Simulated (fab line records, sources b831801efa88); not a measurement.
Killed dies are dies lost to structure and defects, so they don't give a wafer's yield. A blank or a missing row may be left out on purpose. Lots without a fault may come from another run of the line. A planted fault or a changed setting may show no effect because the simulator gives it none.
fab line records | flow sky130
record lots=5 wafers=15 last_day=50
route steps=708 shown VIA3@588 METAL4@598 CAP2M@603
lots that met no fault: from a run of the same line without faults
start_h: hours from the record's first day to the start of the lot's first wafer shown | wait_h: hours since the lot's step before | " the same as in the row above | L1.1+2: a row that stands for several wafers | - no value, or no start given | * or withheld: withheld | < > ~ a bound
route shown NAME@n: a module of which the file shows steps, and the number in the route of the first | usual: mean/standard deviation of fault-free wafers | same: alike in all rows | chamber/n: place in a boat | sites: the reading at each site | _std_site: their standard deviation | _edge_site: outer sites' mean less inner sites' | radius_mm: how far each site lies from the wafer's centre | mask NAME#n: copy n | behind: the tool/chamber that last shaped the wafer | hold: why the lot was held/for how many hours/how that ended | device: the transistor (n, p or np) that didn't switch | end of line: the same wafers' tests at the end of the route | a step without rows: its recipe alone | killed: dies lost to structure and defects at the first sort, not the wafer's yield | map: a wafer's dies, x killed, . not, _ none there
set.NAME: the setting as run; set.NAME@STEP: as run at that earlier step | model.NAME: the simulator's own value behind a step, which no gauge read
lots at some steps of the route; a table a step, a row a wafer
services: from which hour (start_h, from the record's first day; less than 0 if before it) a tool's chamber was out of use, for how many hours, and why
## steps
# step SKY_VIA3_ETCH_15
# recipe target=SiO2 chemistry=C4F8/O2/Ar target_depth_nm=507 stop_on=TiN mask_material=KrF-thick source_w=1500 bias_w=1200 pressure_mtorr=40 c4f8_flow_sccm=withheld O2_flow_sccm=6 Ar_flow_sccm=300 time_s=78
# usual oes_product_au=0.946/0.0049
# columns lot.wafer tool chamber start_h wait_h oes_product_au rf_hours_counter_h
L076.1 rie_diel-04 2 940.00 0.0 0.944 17
L076.5 " 2 " " 0.945 -
L076.6 " 3 " " 0.946 -
L079.2 rie_diel-01 2 969.90 0.0 0.943 18
L079.3 " 0 " " 0.942 9
L079.6 " 1 " " 0.939 -
L083.1 rie_diel-01 2 992.55 0.0 0.950 18
L083.2 " 1 " " 0.953 19
L083.4 " 3 " " 0.952 10
L091.3 rie_diel-04 1 1052.90 0.0 0.946 1
L091.5 " 2 " " 0.945 -
L091.6 " 1 " " 0.944 -
L095.2 rie_diel-01 2 1067.15 0.0 0.951 21
L095.3 " 0 " " 0.946 13
L095.4 " 3 " " 0.946 14
# step SKY_VIA3_STRIP_16
# recipe chemistry=O2/N2 power_w=1400 pressure_mtorr=1500 platen_temp_c=withheld o2_flow_sccm=3000 n2_flow_sccm=300 overash_fraction=0.5
# usual drypump_motor_current_A=6.0/0.41 oes_product_au=0.403/0.0046 strip_time_to_endpoint_s=4.133/0.023
# columns lot.wafer tool chamber start_h wait_h drypump_motor_current_A oes_product_au rf_hours_counter_h strip_time_to_endpoint_s
L076.1 plasma_asher-03 1 940.06 0.0 6.1 0.406 107 4.151
L076.5 " 0 " " 6.5 0.407 - 4.149
L076.6 " 1 " " 6.1 0.409 - 4.127
L079.2 plasma_asher-03 1 969.96 0.0 6.1 0.400 110 4.129
L079.3 " 1 " " 6.1 0.402 - 4.151
L079.6 " 0 " " 6.5 0.405 - 4.142
L083.1 plasma_asher-03 0 992.61 0.0 6.5 0.415 113 4.128
L083.2 " 1 " " 6.1 0.401 113 4.157
L083.4 " 0 " " 6.4 0.399 - 4.154
L091.3 plasma_asher-02 0 1052.99 0.1 6.0 0.401 - 4.108
L091.5 " 0 " " 6.0 0.404 - 4.181
L091.6 " 1 " " 6.2 0.405 - 4.097
L095.2 plasma_asher-01 0 1067.21 0.0 5.1 0.400 33 4.119
L095.3 " 0 " " 5.1 0.404 - 4.147
L095.4 " 1 " " 6.1 0.404 - 4.150
# step SKY_VIA3_STRIP_17
# recipe chemistry=post_etch_residue_remover time_s=1200 temp_c=72.5
# usual temp_c=72.47/0.11
# columns lot.wafer tool chamber start_h wait_h temp_c
L076.1 wet_bench-03 0 940.16 0.1 72.45
L076.5 " 0 " " 72.42
L076.6 " 0 " " 72.44
L079.2 wet_bench-02 1 970.06 0.1 72.45
L079.3 " 1 " " 72.41
L079.6 " 1 " " 72.37
L083.1 wet_bench-04 1 992.71 0.1 72.30
L083.2 " 1 " " 72.27
L083.4 " 1 " " 72.43
L091.3 wet_bench-03 1 1053.06 0.0 72.61
L091.5 " 1 " " 72.58
L091.6 " 1 " " 72.59
L095.2 wet_bench-03 1 1067.31 0.1 72.46
L095.3 " 1 " " 72.47
L095.4 " 1 " " 72.45
# step SKY_VIA3_CLEAN_18
# recipe chemistry=IPA time_s=180 temp_c=25
# usual temp_c=25.03/0.11
# columns lot.wafer tool chamber start_h wait_h temp_c
L076.1 wet_bench-02 0 940.50 0.0 24.94
L076.5 " 0 " " 24.89
L076.6 " 0 " " 24.98
L079.2 wet_bench-03 2 970.40 0.0 25.19
L079.3 " 2 " " 25.07
L079.6 " 2 " " 24.94
L083.1 wet_bench-03 1 993.05 0.0 24.80
L083.2 " 1 " " 24.91
L083.4 " 1 " " 25.04
L091.3 wet_bench-02 0 1053.40 0.0 25.02
L091.5 " 0 " " 25.20
L091.6 " 0 " " 25.03
L095.2 wet_bench-02 1 1067.65 0.0 24.99
L095.3 " 1 " " 25.10
L095.4 " 1 " " 25.08
# step SKY_VIA3_CLEAN_19
# recipe chemistry=O3/DIW dry=n2_spin
# columns lot.wafer tool chamber start_h wait_h
L076.1+5+6 wet_bench-04 2 940.56 0.0
L079.2+3+6 wet_bench-04 1 970.46 0.0
L083.1+2+4 wet_bench-02 2 993.11 0.0
L091.3+5+6 wet_bench-02 0 1053.46 0.0
L095.2+3+4 wet_bench-03 2 1067.71 0.0
# step SKY_VIA3_SPUTTER_20
# recipe material=TiN target_thk_nm=20 chamber_pressure_pa=5 power_w=4000 time_s=80
# usual throttle_valve_pct=30.1/0.96
# columns lot.wafer tool chamber start_h wait_h throttle_valve_pct
L076.1 pvd_sputter-02 - 940.65 0.0 30.9
L076.5 " - " " 29.7
L076.6 " - " " 28.1
L079.2 pvd_sputter-02 - 970.56 0.0 28.4
L079.3 " - " " 29.7
L079.6 " - " " 28.4
L083.1 pvd_sputter-04 - 993.20 0.0 29.6
L083.2 " - " " 31.0
L083.4 " - " " 29.7
L091.3 pvd_sputter-02 - 1053.55 0.0 30.5
L091.5 " - " " 29.9
L091.6 " - " " 30.2
L095.2 pvd_sputter-02 - 1067.80 0.0 28.2
L095.3 " - " " 29.8
L095.4 " - " " 30.8
# step SKY_VIA3_CVD_21
# recipe material=W target_thk_nm=390 time_s=117.31 temp_c=400 pressure_torr=40
# usual heater_power_w=953/130
# columns lot.wafer tool chamber start_h wait_h heater_power_w
L076.1 cvd_w-01 0 940.71 0.0 1036
L076.5 " 1 " " 1038
L076.6 " 0 " " 987
L079.2 cvd_w-02 0 970.62 0.0 776
L079.3 " 0 " " 763
L079.6 " 1 " " 711
L083.1 cvd_w-01 1 993.26 0.0 1027
L083.2 " 0 " " 1013
L083.4 " 1 " " 1033
L091.3 cvd_w-01 1 1053.65 0.1 1029
L091.5 " 1 " " 1056
L091.6 " 0 " " 1020
L095.2 cvd_w-01 1 1067.86 0.0 1016
L095.3 " 1 " " 1002
L095.4 " 0 " " 1045
# step SKY_VIA3_RS_MEAS_22
# recipe thk_meas_gauge=four-point-probe reads=W_of_VIA3_CVD_21+TiN_of_VIA3_SPUTTER_20
# usual VIA3_W_RS=0.292/0.0055
# columns lot.wafer tool chamber start_h wait_h VIA3_W_RS[ohm/sq]
L076.1 film_metro-02 - 940.83 0.1 0.295
L076.5 " - " " 0.286
L076.6 " - " " 0.293
L079.2 film_metro-03 - 970.76 0.1 0.295
L079.3 " - " " 0.296
L079.6 " - " " 0.294
L083.1 film_metro-03 - 993.38 0.1 0.288
L083.2 " - " " 0.297
L083.4 " - " " 0.290
L091.3 film_metro-01 - 1053.77 0.1 0.287
L091.5 " - " " 0.288
L091.6 " - " " 0.294
L095.2 film_metro-02 - 1068.00 0.1 0.287
L095.3 " - " " 0.287
L095.4 " - " " 0.290
# step SKY_VIA3_THK_MEAS_23
# recipe thk_meas_gauge=xrf reads=W_of_VIA3_CVD_21
# usual VIA3_W_THK=395/8.3
# columns lot.wafer tool chamber start_h wait_h VIA3_W_THK[nm]
L076.1 film_metro-02 - 940.95 0.1 396
L076.5 " - " " 406
L076.6 " - " " 394
L079.2 film_metro-03 - 970.87 0.1 392
L079.3 " - " " 391
L079.6 " - " " 392
L083.1 film_metro-03 - 993.50 0.1 405
L083.2 " - " " 393
L083.4 " - " " 407
L091.3 film_metro-01 - 1053.87 0.1 404
L091.5 " - " " 401
L091.6 " - " " 392
L095.2 film_metro-02 - 1068.11 0.1 399
L095.3 " - " " 403
L095.4 " - " " 393
# step SKY_VIA3_CMP_24
# recipe stop_on=SiO2 t_overpolish_s=20 down_force_psi=3.5 platen_rpm=60 target_thk_nm=0 pad_velocity_m_s=0.94248
# usual motor_current_A=11.1/1.3 overpolish_run_s=20.001/0.0094 time_to_endpoint_s=94/3.9
# columns lot.wafer tool chamber start_h wait_h motor_current_A overpolish_run_s time_to_endpoint_s
L076.1 cmp-02 2 941.07 0.1 9.9 20.007 94
L076.6 " 1 " " 11.3 19.992 97
L076.5 " 2 " " 10.5 20.005 101
L079.3 cmp-02 1 970.97 0.1 11.7 19.998 100
L079.2 " 2 " " 10.1 20.012 94
L079.6 " 0 " " 12.6 20.005 96
L083.2 cmp-02 0 993.56 0.0 12.7 19.992 89
L083.4 " 1 " " 11.7 20.008 95
L083.1 " 2 " " 10.1 20.007 95
L091.3 cmp-01 2 1054.01 0.1 11.2 20.016 99
L091.6 " 0 " " 10.9 19.995 94
L091.5 " 1 " " 8.5 20.006 94
L095.3 cmp-01 3 1068.21 0.1 12.0 20.004 96
L095.2 " 0 " " 10.8 19.997 95
L095.4 " 1 " " 9.3 19.987 96
# step SKY_METAL4_SPUTTER_00
# recipe material=Ti target_thk_nm=15 power_w=3000 time_s=10 chamber_pressure_pa=0.4
# usual throttle_valve_pct=30.1/0.91
# columns lot.wafer tool chamber start_h wait_h throttle_valve_pct
L076.1 pvd_sputter-03 - 941.34 0.2 31.2
L076.5 " - " " 31.7
L076.6 " - " " 30.9
L079.2 pvd_sputter-03 - 971.22 0.1 31.6
L079.3 " - " " 29.2
L079.6 " - " " 31.8
L083.1 pvd_sputter-02 - 993.86 0.1 28.4
L083.2 " - " " 31.1
L083.4 " - " " 30.0
L091.3 pvd_sputter-02 - 1054.21 0.1 28.5
L091.5 " - " " 29.8
L091.6 " - " " 30.2
L095.2 pvd_sputter-03 - 1068.46 0.1 30.9
L095.3 " - " " 29.4
L095.4 " - " " 31.5
# step SKY_METAL4_SPUTTER_01
# recipe material=TiN target_thk_nm=20 power_w=6500 time_s=16.7 chamber_pressure_pa=0.4
# usual throttle_valve_pct=30.1/0.95
# columns lot.wafer tool chamber start_h wait_h throttle_valve_pct
L076.1 pvd_sputter-03 - 941.36 0.0 31.5
L076.5 " - " " 31.4
L076.6 " - " " 30.7
L079.2 pvd_sputter-03 - 971.25 0.0 31.5
L079.3 " - " " 29.1
L079.6 " - " " 31.2
L083.1 pvd_sputter-02 - 993.88 0.0 28.0
L083.2 " - " " 30.6
L083.4 " - " " 29.8
L091.3 pvd_sputter-02 - 1054.23 0.0 28.3
L091.5 " - " " 29.7
L091.6 " - " " 29.9
L095.2 pvd_sputter-03 - 1068.48 0.0 31.1
L095.3 " - " " 29.3
L095.4 " - " " 31.6
# step SKY_METAL4_SPUTTER_02
# recipe material=AlCu target_thk_nm=735 power_w=10600 time_s=39.1 chamber_pressure_pa=0.4
# usual throttle_valve_pct=30.1/0.9
# columns lot.wafer tool chamber start_h wait_h throttle_valve_pct
L076.1 pvd_sputter-03 - 941.38 0.0 31.2
L076.5 " - " " 31.2
L076.6 " - " " 31.0
L079.2 pvd_sputter-03 - 971.28 0.0 31.5
L079.3 " - " " 29.6
L079.6 " - " " 31.4
L083.1 pvd_sputter-02 - 993.91 0.0 28.5
L083.2 " - " " 31.0
L083.4 " - " " 29.7
L091.3 pvd_sputter-02 - 1054.26 0.0 28.4
L091.5 " - " " 29.5
L091.6 " - " " 30.3
L095.2 pvd_sputter-03 - 1068.51 0.0 30.7
L095.3 " - " " 29.2
L095.4 " - " " 31.7
# step SKY_METAL4_SPUTTER_03
# recipe material=Ti target_thk_nm=5 power_w=3000 time_s=3.3 chamber_pressure_pa=0.4
# usual throttle_valve_pct=30.1/0.92
# columns lot.wafer tool chamber start_h wait_h throttle_valve_pct
L076.1 pvd_sputter-03 - 941.42 0.0 31.4
L076.5 " - " " 31.3
L076.6 " - " " 31.0
L079.2 pvd_sputter-03 - 971.32 0.0 31.6
L079.3 " - " " 29.3
L079.6 " - " " 31.1
L083.1 pvd_sputter-02 - 993.95 0.0 28.2
L083.2 " - " " 30.7
L083.4 " - " " 30.1
L091.3 pvd_sputter-02 - 1054.30 0.0 28.1
L091.5 " - " " 29.9
L091.6 " - " " 30.2
L095.2 pvd_sputter-03 - 1068.55 0.0 30.7
L095.3 " - " " 29.1
L095.4 " - " " 31.4
# step SKY_METAL4_SPUTTER_04
# recipe material=TiN target_thk_nm=70 power_w=6500 time_s=58.3 chamber_pressure_pa=0.4
# usual throttle_valve_pct=30.1/0.92
# columns lot.wafer tool chamber start_h wait_h throttle_valve_pct
L076.1 pvd_sputter-03 - 941.44 0.0 31.6
L076.5 " - " " 31.4
L076.6 " - " " 30.6
L079.2 pvd_sputter-03 - 971.34 0.0 31.6
L079.3 " - " " 29.3
L079.6 " - " " 31.6
L083.1 pvd_sputter-02 - 993.97 0.0 28.2
L083.2 " - " " 30.8
L083.4 " - " " 29.5
L091.3 pvd_sputter-02 - 1054.32 0.0 28.2
L091.5 " - " " 29.9
L091.6 " - " " 30.0
L095.2 pvd_sputter-03 - 1068.57 0.0 30.8
L095.3 " - " " 29.4
L095.4 " - " " 31.3
# step SKY_CAP2M_CVD_00
# recipe material=SiO2 target_thk_nm=15.5 temp_c=400 time_s=withheld rf_w=450
# usual heater_power_w=702/120
# columns lot.wafer tool chamber start_h wait_h heater_power_w
L076.1 pecvd-01 0 941.49 0.0 570
L076.5 " 1 " " 663
L076.6 " 0 " " 562
L079.2 pecvd-02 2 971.39 0.0 682
L079.3 " 0 " " 716
L079.6 " 1 " " 627
L083.1 pecvd-01 1 994.02 0.0 602
L083.2 " 2 " " 705
L083.4 " 1 " " 610
L091.3 pecvd-02 1 1054.37 0.0 696
L091.5 " 1 " " 706
L091.6 " 2 " " 718
L095.2 pecvd-01 2 1068.62 0.0 727
L095.3 " 0 " " 520
L095.4 " 0 " " 530
# step SKY_CAP2M_THK_MEAS_01
# recipe reads=SiO2_of_CAP2M_CVD_00
# usual CAP2M_CVD_00_THK=15.64/0.21
# columns lot.wafer tool chamber start_h wait_h CAP2M_CVD_00_THK[nm]
L076.1 film_metro-03 - 941.51 - 15.57
L076.5 " - " " 15.66
L076.6 " - " " 15.40
L079.2 film_metro-02 - 971.43 - 15.60
L079.3 " - " " 15.57
L079.6 " - " " 15.55
L083.1 film_metro-04 - 994.04 - 15.58
L083.2 " - " " 15.43
L083.4 " - " " 15.72
L091.3 film_metro-03 - 1054.41 - 15.37
L091.5 " - " " 15.45
L091.6 " - " " 15.68
L095.2 film_metro-04 - 1068.65 - 15.92
L095.3 " - " " 15.75
L095.4 " - " " 15.94
# step SKY_CAP2M_SPUTTER_02
# recipe material=TiN target_thk_nm=200 temp_c=300 power_w=6500 time_s=166.7 chamber_pressure_pa=0.4
# usual throttle_valve_pct=30.1/0.87
# columns lot.wafer tool chamber start_h wait_h throttle_valve_pct
L076.1 pvd_sputter-04 - 941.57 0.1 30.9
L076.5 " - " " 31.2
L076.6 " - " " 29.6
L079.2 pvd_sputter-02 - 971.48 0.0 29.7
L079.3 " - " " 30.8
L079.6 " - " " 30.9
L083.1 pvd_sputter-01 - 994.10 0.1 28.5
L083.2 " - " " 29.9
L083.4 " - " " 28.8
L091.3 pvd_sputter-04 - 1054.45 0.0 29.4
L091.5 " - " " 29.5
L091.6 " - " " 31.3
L095.2 pvd_sputter-02 - 1068.70 0.0 29.6
L095.3 " - " " 30.4
L095.4 " - " " 28.5
# step SKY_CAP2M_RS_MEAS_03
# recipe thk_meas_gauge=four-point-probe reads=TiN_of_CAP2M_SPUTTER_02
# usual CAP2M_TIN_RS=6.88/0.062
# columns lot.wafer tool chamber start_h wait_h CAP2M_TIN_RS[ohm/sq]
L076.1 film_metro-02 - 941.68 0.1 6.92
L076.5 " - " " 6.89
L076.6 " - " " 6.87
L079.2 film_metro-03 - 971.61 0.1 6.84
L079.3 " - " " 6.92
L079.6 " - " " 6.87
L083.1 film_metro-02 - 994.22 0.1 6.94
L083.2 " - " " 6.93
L083.4 " - " " 6.89
L091.3 film_metro-02 - 1054.60 0.1 6.81
L091.5 " - " " 6.91
L091.6 " - " " 6.86
L095.2 film_metro-03 - 1068.83 0.1 6.76
L095.3 " - " " 6.74
L095.4 " - " " 6.83
# step SKY_CAP2M_THK_MEAS_04
# recipe thk_meas_gauge=xrf reads=TiN_of_CAP2M_SPUTTER_02
# usual CAP2M_TIN_THK=199.5/2.5
# columns lot.wafer tool chamber start_h wait_h CAP2M_TIN_THK[nm]
L076.1 film_metro-02 - 941.80 0.1 196.7
L076.5 " - " " 198.3
L076.6 " - " " 197.8
L079.2 film_metro-03 - 971.72 0.1 201.3
L079.3 " - " " 200.2
L079.6 " - " " 200.5
L083.1 film_metro-02 - 994.34 0.1 195.8
L083.2 " - " " 196.5
L083.4 " - " " 196.7
L091.3 film_metro-02 - 1054.70 0.1 199.7
L091.5 " - " " 197.7
L091.6 " - " " 199.0
L095.2 film_metro-03 - 1068.94 0.1 204.5
L095.3 " - " " 204.0
L095.4 " - " " 202.6
# step SKY_CAP2M_DEHYDRATE_05
# recipe temp_c=200 time_s=60
# usual chill_plate_temp_C=22.99/0.12 plate_temp_C=200.00/0.15 resist_line_temp_C=23.01/0.1
# columns lot.wafer tool chamber start_h wait_h chill_plate_temp_C plate_temp_C resist_line_temp_C
L076.1 litho_track-01 0 953.23 11.4 22.89 199.98 23.10
L076.5 " 0 " " 22.81 200.14 23.15
L076.6 " 0 " " 22.95 200.13 22.98
L079.2 litho_track-02 0 982.77 11.0 23.19 200.06 23.17
L079.3 " 0 " " 23.11 199.98 23.16
L079.6 " 0 " " 23.15 199.91 23.07
L083.1 litho_track-02 0 1005.15 10.8 22.92 200.05 23.01
L083.2 " 0 " " 23.05 200.09 23.32
L083.4 " 0 " " 22.91 200.17 22.99
L091.3 litho_track-03 0 1064.17 9.5 22.94 199.87 23.10
L091.5 " 0 " " 23.00 200.08 22.99
L091.6 " 0 " " 23.02 199.97 22.94
L095.2 litho_track-03 0 1079.05 10.1 22.74 199.81 23.00
L095.3 " 0 " " 23.06 200.02 23.13
L095.4 " 0 " " 22.74 200.04 22.98
# step SKY_CAP2M_HMDS_06
# recipe prime_time_s=60 prime_temp_c=120
# usual chill_plate_temp_C=23.02/0.1 resist_line_temp_C=23.01/0.099
# columns lot.wafer tool chamber start_h wait_h chill_plate_temp_C resist_line_temp_C
L076.1 litho_track-01 0 953.38 0.1 23.02 22.95
L076.5 " 0 " " 23.04 23.08
L076.6 " 0 " " 23.08 23.05
L079.2 litho_track-02 0 982.92 0.1 23.13 22.91
L079.3 " 0 " " 22.83 22.96
L079.6 " 0 " " 23.00 22.85
L083.1 litho_track-02 0 1005.30 0.1 22.99 23.01
L083.2 " 0 " " 22.97 22.94
L083.4 " 0 " " 22.94 23.09
L091.3 litho_track-03 0 1064.32 0.1 23.12 23.10
L091.5 " 0 " " 22.89 22.94
L091.6 " 0 " " 22.98 23.12
L095.2 litho_track-03 0 1079.20 0.1 23.03 23.06
L095.3 " 0 " " 22.84 22.94
L095.4 " 0 " " 23.07 22.93
# step SKY_CAP2M_COAT_07
# recipe resist=NOVOLAK spin_rpm=3000 resist_thk_nm=1140
# usual chill_plate_temp_C=23.00/0.1 resist_line_temp_C=23.02/0.098
# columns lot.wafer tool chamber start_h wait_h chill_plate_temp_C resist_line_temp_C
L076.1 litho_track-01 0 953.53 0.1 23.12 23.08
L076.5 " 0 " " 22.97 23.00
L076.6 " 0 " " 23.03 23.16
L079.2 litho_track-02 0 983.07 0.1 22.95 22.93
L079.3 " 0 " " 23.14 22.98
L079.6 " 0 " " 23.05 23.03
L083.1 litho_track-02 0 1005.45 0.1 23.04 23.08
L083.2 " 0 " " 22.99 23.13
L083.4 " 0 " " 22.97 23.08
L091.3 litho_track-03 0 1064.47 0.1 23.12 23.07
L091.5 " 0 " " 22.95 23.03
L091.6 " 0 " " 23.09 23.24
L095.2 litho_track-03 0 1079.35 0.1 22.96 22.98
L095.3 " 0 " " 23.02 22.99
L095.4 " 0 " " 23.10 22.93
# step SKY_CAP2M_SOFTBAKE_08
# recipe temp_c=90 time_s=60 resist=NOVOLAK
# usual chill_plate_temp_C=23.00/0.1 plate_temp_C=90.02/0.12 resist_line_temp_C=23.01/0.11
# columns lot.wafer tool chamber start_h wait_h chill_plate_temp_C plate_temp_C resist_line_temp_C
L076.1 litho_track-01 0 953.68 0.1 23.02 89.98 23.08
L076.5 " 0 " " 23.06 89.78 23.22
L076.6 " 0 " " 23.01 89.85 22.92
L079.2 litho_track-02 0 983.22 0.1 22.99 89.87 23.15
L079.3 " 0 " " 23.02 90.06 23.01
L079.6 " 0 " " 23.00 89.97 22.91
L083.1 litho_track-02 0 1005.60 0.1 22.88 89.97 22.96
L083.2 " 0 " " 22.82 89.99 23.07
L083.4 " 0 " " 22.96 90.14 22.93
L091.3 litho_track-03 0 1064.62 0.1 23.13 90.03 23.22
L091.5 " 0 " " 22.86 90.14 23.03
L091.6 " 0 " " 22.83 89.89 22.85
L095.2 litho_track-03 0 1079.50 0.1 22.97 89.81 23.01
L095.3 " 0 " " 23.12 90.02 23.00
L095.4 " 0 " " 23.05 89.88 22.99
# step SKY_CAP2M_EXPOSE_09
# recipe mask_id=CAP2M na=0.6 source_shape=conventional sigma_outer=0.6 polarization=unpolarized target_cd_nm=1000 dose_mj=159
# usual exposure_dose_mJ_cm2=159.01/0.15
# columns lot.wafer tool chamber start_h wait_h mask exposure_dose_mJ_cm2
L076.1 iline_stepper-02 0 - - CAP2M#0 159.07
L076.5 " 0 " " CAP2M#0 158.83
L076.6 " 0 " " CAP2M#0 159.16
L079.2 iline_stepper-01 0 - - CAP2M#0 158.91
L079.3 " 0 " " CAP2M#0 158.96
L079.6 " 0 " " CAP2M#0 159.03
L083.1 iline_stepper-02 0 - - CAP2M#0 158.89
L083.2 " 0 " " CAP2M#0 159.05
L083.4 " 0 " " CAP2M#0 159.09
L091.3 iline_stepper-02 0 - - CAP2M#0 158.87
L091.5 " 0 " " CAP2M#0 158.65
L091.6 " 0 " " CAP2M#0 158.75
L095.2 iline_stepper-01 0 - - CAP2M#0 158.98
L095.3 " 0 " " CAP2M#0 159.23
L095.4 " 0 " " CAP2M#0 159.04
# step SKY_CAP2M_PEB_10
# recipe temp_c=withheld time_s=* resist=NOVOLAK
# usual chill_plate_temp_C=* resist_line_temp_C=*
# columns lot.wafer tool chamber start_h wait_h chill_plate_temp_C resist_line_temp_C
L076.1 litho_track-01 0 - - * *
L076.5 " 0 " " * *
L076.6 " 0 " " * *
L079.2 litho_track-01 0 - - * *
L079.3 " 0 " " * *
L079.6 " 0 " " * *
L083.1 litho_track-02 0 - - * *
L083.2 " 0 " " * *
L083.4 " 0 " " * *
L091.3 litho_track-03 0 - - * *
L091.5 " 0 " " * *
L091.6 " 0 " " * *
L095.2 litho_track-03 0 - - * *
L095.3 " 0 " " * *
L095.4 " 0 " " * *
# step SKY_CAP2M_DEVELOP_11
# recipe resist=NOVOLAK developer=TMAH develop_time_s=60 dev_temp_c=23
# usual chill_plate_temp_C=22.99/0.1 developer_temp_C=23.00/0.1 resist_line_temp_C=23.01/0.11
# columns lot.wafer tool chamber start_h wait_h chill_plate_temp_C developer_temp_C resist_line_temp_C
L076.1 litho_track-01 0 964.58 0.1 23.14 22.87 22.77
L076.5 " 0 " " 23.13 22.98 22.90
L076.6 " 0 " " 22.95 22.71 22.87
L079.2 litho_track-01 0 994.60 0.1 22.98 23.07 22.77
L079.3 " 0 " " 23.02 23.24 22.92
L079.6 " 0 " " 22.91 23.05 23.18
L083.1 litho_track-02 0 1017.30 0.1 23.01 23.17 23.09
L083.2 " 0 " " 23.05 23.09 23.08
L083.4 " 0 " " 23.01 23.19 22.97
L091.3 litho_track-03 0 1075.32 0.1 23.07 23.08 22.93
L091.5 " 0 " " 23.10 22.91 23.05
L091.6 " 0 " " 23.00 23.20 22.94
L095.2 litho_track-03 0 1089.75 0.1 23.14 22.85 23.03
L095.3 " 0 " " 22.94 23.01 23.21
L095.4 " 0 " " 22.96 23.09 23.08
# step SKY_CAP2M_OVL_MEAS_12
# usual CAP2M_OVL=1.4/1.3
# columns lot.wafer tool chamber start_h wait_h CAP2M_OVL[nm]
L076.1 overlay-02 - 964.73 0.1 0.9
L076.5 " - " " 1.1
L076.6 " - " " 0.5
L079.2 overlay-01 - 994.74 0.1 1.9
L079.3 " - " " -1.8
L079.6 " - " " -0.4
L083.1 overlay-02 - 1017.45 0.1 -0.3
L083.2 " - " " -1.3
L083.4 " - " " 0.9
L091.3 overlay-02 - 1075.44 0.1 1.7
L091.5 " - " " 2.0
L091.6 " - " " 3.3
L095.2 overlay-02 - 1089.88 0.1 2.8
L095.3 " - " " 2.1
L095.4 " - " " 4.5
# step SKY_CAP2M_METAL_ETCH_13
# recipe target_depth_nm=220 stop_on=SiO2 chemistry=Cl2/BCl3 target=TiN pressure_mtorr=10 icp_w=900 bias_w=48.5 Cl2_flow_sccm=60 bcl3_flow_sccm=30 time_s=62.9
# usual drypump_motor_current_A=5.50/0.23 mfc_cl2_sccm=60.03/0.19 oes_product_au=0.944/0.0072 throttle_valve_pct=21.899/0.01
# columns lot.wafer tool chamber start_h wait_h drypump_motor_current_A mfc_cl2_sccm oes_product_au rf_hours_counter_h throttle_valve_pct
L076.1 rie_metal-02 0 964.77 0.0 5.12 60.11 0.938 15 21.896
L076.5 " 1 " " 5.43 60.41 0.949 - 21.912
L076.6 " 0 " " 5.11 59.92 0.949 - 21.910
L079.2 rie_metal-01 1 994.77 0.0 5.32 60.00 0.953 15 21.896
L079.3 " 0 " " 5.78 60.41 0.938 - 21.903
L079.6 " 0 " " 5.77 60.18 0.937 - 21.889
L083.1 rie_metal-03 1 1017.49 0.0 5.71 60.32 0.935 14 21.920
L083.2 " 0 " " 5.61 60.04 0.940 13 21.913
L083.4 " 0 " " 5.60 59.81 0.944 - 21.922
L091.3 rie_metal-02 0 1075.49 0.0 5.14 59.92 0.960 - 21.894
L091.5 " 1 " " 5.45 60.03 0.936 - 21.890
L091.6 " 0 " " 5.15 60.00 0.945 - 21.881
L095.2 rie_metal-03 1 1089.91 0.0 5.76 60.09 0.951 19 21.876
L095.3 " 0 " " 5.61 60.04 0.954 - 21.891
L095.4 " 1 " " 5.76 59.99 0.947 - 21.889
# step SKY_CAP2M_STRIP_14
# recipe chemistry=O2/N2 power_w=1400 pressure_mtorr=1500 platen_temp_c=withheld o2_flow_sccm=3000 n2_flow_sccm=300 overash_fraction=0.5
# usual drypump_motor_current_A=6.16/0.2 oes_product_au=0.710/0.0044 strip_time_to_endpoint_s=12.67/0.049
# columns lot.wafer tool chamber start_h wait_h drypump_motor_current_A oes_product_au rf_hours_counter_h strip_time_to_endpoint_s
L076.1 plasma_asher-03 0 964.84 0.1 6.47 0.705 110 12.71
L076.5 " 0 " " 6.45 0.711 - 12.69
L076.6 " 1 " " 6.10 0.707 - 12.70
L079.2 plasma_asher-04 1 994.84 0.1 6.33 0.702 56 12.56
L079.3 " 1 " " 6.32 0.708 - 12.54
L079.6 " 0 " " 5.92 0.716 - 12.57
L083.1 plasma_asher-03 0 1017.56 0.1 6.47 0.709 115 12.63
L083.2 " 1 " " 6.07 0.715 115 12.65
L083.4 " 1 " " 6.07 0.711 - 12.65
L091.3 plasma_asher-04 1 1075.57 0.1 6.33 0.714 - 12.61
L091.5 " 0 " " 5.91 0.706 - 12.65
L091.6 " 1 " " 6.33 0.705 - 12.67
L095.2 plasma_asher-04 0 1089.99 0.1 5.91 0.713 66 12.64
L095.3 " 1 " " 6.32 0.715 - 12.67
L095.4 " 0 " " 5.90 0.711 - 12.68
# step SKY_CAP2M_STRIP_15
# recipe chemistry=post_etch_residue_remover time_s=1200 temp_c=72.5
# usual temp_c=72.49/0.12
# columns lot.wafer tool chamber start_h wait_h temp_c
L076.1 wet_bench-03 2 964.94 0.1 72.40
L076.5 " 2 " " 72.46
L076.6 " 2 " " 72.47
L079.2 wet_bench-01 0 994.94 0.1 72.61
L079.3 " 0 " " 72.47
L079.6 " 0 " " 72.51
L083.1 wet_bench-02 1 1017.66 0.1 72.53
L083.2 " 1 " " 72.56
L083.4 " 1 " " 72.75
L091.3 wet_bench-01 2 1075.64 0.0 72.62
L091.5 " 2 " " 72.46
L091.6 " 2 " " 72.39
L095.2 wet_bench-03 3 1090.09 0.1 72.39
L095.3 " 3 " " 72.44
L095.4 " 3 " " 72.25
## services
# columns tool chamber start_h hours kind
iline_stepper-01 - 919.19 1.7 pm
rie_diel-04 - 924.84 0.1 repair
pvd_sputter-02 - 931.93 4.5 repair
pecvd-02 2 942.55 4.1 repair
pecvd-02 2 951.45 18.5 repair
iline_stepper-01 - 956.21 2.1 repair
rie_diel-04 1 961.32 1.2 repair
plasma_asher-04 - 972.28 5.6 repair
cmp-01 - 974.77 0.5 repair
wet_bench-03 - 981.58 0.5 repair
cmp-01 - 988.25 3.8 pm
rie_diel-04 - 991.37 2.8 pm
pvd_sputter-04 - 993.37 5.6 repair
cmp-01 - 995.50 2.0 repair
rie_diel-01 0 995.68 5.8 repair
cmp-02 - 1005.06 2.9 pm
rie_metal-03 0 1016.32 1.0 repair
iline_stepper-02 - 1026.66 1.7 pm
rie_diel-01 - 1042.34 0.3 repair
pvd_sputter-03 - 1053.29 4.0 repair
pvd_sputter-03 - 1054.10 0.7 repair
plasma_asher-03 - 1055.25 9.0 pm
pecvd-01 1 1069.68 4.6 repair
plasma_asher-04 - 1083.57 0.4 repair
## key
fault none
